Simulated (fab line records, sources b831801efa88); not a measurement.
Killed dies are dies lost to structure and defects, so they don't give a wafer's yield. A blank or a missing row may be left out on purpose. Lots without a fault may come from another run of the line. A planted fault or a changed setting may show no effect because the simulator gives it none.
A struck lot beside a sound one | flow sky130 | 14 steps out of a route of 708
Sound: wafers L649.1, L649.2, L649.6. Struck: wafers L654.2, L654.5, L654.6. The cause comes at the end.
At each step with rows: each side's tool, then ch and its chambers, then its first start. Under that, the readings that differ: sound wafers | struck wafers | difference of the means | sigmas: that difference in standard deviations of wafers without a fault.
alike: readings whose means differ by less than 2 such deviations, and words and numbers that are the same on both sides. not compared: withheld readings, readings that some wafer has no value for, bounds like >300 that may hide the same value, and numbers for which the record gives no deviation and whose values overlap.
The two part at a step that has a row with sigmas, a row that says differs or no value, or rows on one side only. Numbers that don't overlap but have no deviation are shown without sigmas and don't part them. A reading that every wafer of one side lacks parts them only if that side has two wafers or more.

first, 3 steps without rows for these wafers: SKY_LDD_P_EXPOSE_04 (exposes mask PSDM, target cd 380 nm); SKY_LDD_P_PEB_05; SKY_LDD_P_DEVELOP_06 (develop time 60 s).
SKY_LDD_P_CD_MEAS_07: target cd 380 nm.
  sound on cd_sem-02, day 22 15:07; struck on cd_sem-02, day 24 08:47
  alike: cd_nm
SKY_LDD_P_OVL_MEAS_08:
  sound on overlay-01, day 22 15:14; struck on overlay-02, day 24 08:53
  alike: LDD_P_OVL
then, 1 step without rows for these wafers: SKY_LDD_P_IMPLANT_09.
SKY_LDD_P_STRIP_10: strips in O2/N2.
  sound on plasma_asher-03 ch 0,1, day 22 15:25; struck on plasma_asher-02 ch 0,1, day 24 09:04
  alike: drypump_motor_current_A, oes_product_au, strip_time_to_endpoint_s
  not compared: rf_hours_counter_h
SKY_LDD_P_TW_MEAS_11:
  sound on film_metro-01, day 22 15:31; struck on film_metro-01, day 24 09:11
  alike: LDD_P_TW
then, 4 steps without rows for these wafers: SKY_LDD_HVN_DEHYDRATE_00 (time 60 s); SKY_LDD_HVN_HMDS_01 (prime time 60 s); SKY_LDD_HVN_COAT_02 (resist thk 300 nm); SKY_LDD_HVN_SOFTBAKE_03 (time 60 s).
SKY_LDD_HVN_EXPOSE_04: exposes mask HVNTM, target cd 700 nm.
  sound on iline_stepper-02 ch 0, day 23 06:31; struck on iline_stepper-02 ch 0, day 25 00:06
  reading | sound                   | struck                           | difference | sigmas
  mask    | HVNTM#0 HVNTM#0 HVNTM#0 | HVNTM_R1#0 HVNTM_R1#0 HVNTM_R1#0 | differs    |
then, 1 step without rows for these wafers: SKY_LDD_HVN_PEB_05.

WHERE THEY PART
Only at SKY_LDD_HVN_EXPOSE_04, within this record.

WHY: what the simulator had put in
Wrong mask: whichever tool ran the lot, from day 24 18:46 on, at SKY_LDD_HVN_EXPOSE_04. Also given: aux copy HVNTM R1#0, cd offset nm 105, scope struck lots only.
